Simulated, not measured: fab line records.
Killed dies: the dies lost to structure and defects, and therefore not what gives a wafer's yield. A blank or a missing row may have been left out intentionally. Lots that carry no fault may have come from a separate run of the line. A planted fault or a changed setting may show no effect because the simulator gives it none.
A struck lot beside a sound one ; flow sky130 ; 22 out of 708 route steps
Sound: the wafers L869.2, L869.3, L869.5. Struck: wafer L872.1 (left out: L872.4, L872.5 of the same lot, which were not struck); the cause appears at the end.
For every step that has rows: the tool of each side, followed by ch and its chambers, followed by its first start. Under that, the readings that differ: sound wafers ; struck wafers ; difference of the means ; sigmas: that difference in standard deviations of wafers without a fault.
alike: readings with means less than 2 such deviations apart, plus words and numbers identical on both sides. not compared: withheld readings, readings lacking a value on some wafer, bounds such as >300 that could conceal the same value, and numbers that have no deviation in the record and whose values overlap.
Wherever a step has rows on one side only, a row that says differs or no value, or a row with sigmas, the two part there. Numbers that have no deviation but don't overlap get no sigmas and don't part them. A reading missing from all wafers of one side parts the sides only when that side holds two or more wafers.

first, 1 step without rows for these wafers: SKY_LOCAL_INTERCONNECT_CLEAN_18 (cleans in O3/DIW).
SKY_CONTACT_CVD_00: deposits Si3N4, target thk 75 nm.
  sound on pecvd-02 ch 1,2, day 34 10:11; struck on pecvd-01 ch 1, day 35 04:22
  alike: heaterPowerW, susceptorTempC
SKY_CONTACT_THK_MEAS_01:
  struck on filmMetro-01, day 35 04:25; sound on filmMetro-03, day 34 10:14
  alike: CONTACT_CVD_00_THK
then, 1 step without rows for these wafers: SKY_CONTACT_HDPCVD_02 (deposits SiO2, target thk 565 nm, time 94.2 s).
SKY_CONTACT_THK_MEAS_03:
  struck on filmMetro-02, day 35 04:32; sound on filmMetro-01, day 34 10:22
  alike: CONTACT_HDPCVD_THK
SKY_CONTACT_CMP_04: polishes SiO2.
  sound on cmp-01 ch 1,3, day 34 10:28; struck on cmp-01 ch 1, day 35 04:36
  alike: motorCurrentA, platenRpm, timeToEndpointS
SKY_CONTACT_BOW_MEAS_05:
  struck on filmMetro-03, day 35 04:54; sound on filmMetro-02, day 34 10:44
  alike: CONTACT_BOW
then, 5 steps without rows for these wafers: SKY_CONTACT_DEHYDRATE_06 (time 60 s); SKY_CONTACT_HMDS_07 (prime time 60 s); SKY_CONTACT_COAT_08 (resist thk 60 nm); SKY_CONTACT_COAT_09 (resist thk 450 nm); SKY_CONTACT_SOFTBAKE_10 (time 90 s).
SKY_CONTACT_EXPOSE_11: exposes mask CTM1, target cd 170 nm.
  sound on krfScanner-01 ch 0, day 35 00:03; struck on krfScanner-02 ch 0, day 35 18:14
  alike: mask, focusOffsetNm
then, 2 steps without rows for these wafers: SKY_CONTACT_PEB_12; SKY_CONTACT_DEVELOP_13 (develop time 60 s).
SKY_CONTACT_CD_MEAS_14 targets a cd of 170 nm.
  struck on cdSem-01, day 36 07:25; sound on cdSem-02, day 35 13:06
reading;sound;struck;difference;sigmas
cdNm (nm);172.3 173.5 172.1;60.9;-111.7;-66
SKY_CONTACT_OVL_MEAS_15:
  struck on overlay-02, day 36 07:32; sound on overlay-01, day 35 13:12
  alike: CONTACT_OVL
SKY_CONTACT_ETCH_16: etches BARC in N2/H2, stops on SiO2, time 45.9 s, target depth 60 nm.
  sound on rieDiel-01 ch 0,2,3, day 35 13:14; struck on rieDiel-02 ch 2, day 36 07:34
reading;sound;struck;difference;sigmas
model.CONTACT.cdNm (nm);173 173.4 171.8;60.38;-112.35;
  alike: drypumpMotorCurrentA, oesProductAu, throttleValvePct
  not compared: rfHoursCounterH
SKY_CONTACT_ETCH_17: etches SiO2 in C4F8/O2/Ar, stops on Si3N4, target depth 340 nm.
  sound on rieDiel-01 ch 0,2,3, day 35 13:17; struck on rieDiel-02 ch 2, day 36 07:37
  alike: oesProductAu
SKY_CONTACT_ETCH_18: etches Si3N4 in CHF3/O2, stops on TiN, time 39 s, target depth 75 nm.
  sound: rieDiel-01 ch 0,2,3; struck: rieDiel-02 ch 2
reading;sound;struck;difference;sigmas
model.CONTACT.cdNm (nm);173 173.7 171.6;60.14;-112.63;
  alike: drypumpMotorCurrentA, oesProductAu, throttleValvePct
  not compared: rfHoursCounterH
SKY_CONTACT_STRIP_19: strips in O2/N2.
  sound on plasmaAsher-03 ch 0,1, day 35 13:22; struck on plasmaAsher-02 ch 1, day 36 07:42
reading;sound;struck;difference;sigmas
stripTimeToEndpointS (s);3.60 3.56 3.58;3.68;+0.10;+3
  alike: drypumpMotorCurrentA, oesProductAu
  not compared: rfHoursCounterH
-- the record jumps here: 13 days lie between the struck wafers' starts before and after (it left off in module CONTACT and takes up again in module PAD_OPEN, whose first step shown is number 708 of the route) --
SKY_PAD_OPEN_PROBE_99:
  struck on prober-02, day 49 07:17; sound on prober-01, day 48 18:34
reading;sound;struck;difference;sigmas
killedAtContacts;28 23 13;412;+391;+81
killedAtFrontEnd;18 16 20;27;+9;+2
killedDies;82 84 83;492;+409;+41
killedOnRim;11 19 23;96;+78;+21
  alike: killed_at_M0_to_M3, killed_at_M4_up, killedAtOther, killedOpen, killedShort

== WHERE THEY PART ==
Earliest at SKY_CONTACT_CD_MEAS_14; latest, in this record, at SKY_PAD_OPEN_PROBE_99.

WHY: whatever the simulator had introduced
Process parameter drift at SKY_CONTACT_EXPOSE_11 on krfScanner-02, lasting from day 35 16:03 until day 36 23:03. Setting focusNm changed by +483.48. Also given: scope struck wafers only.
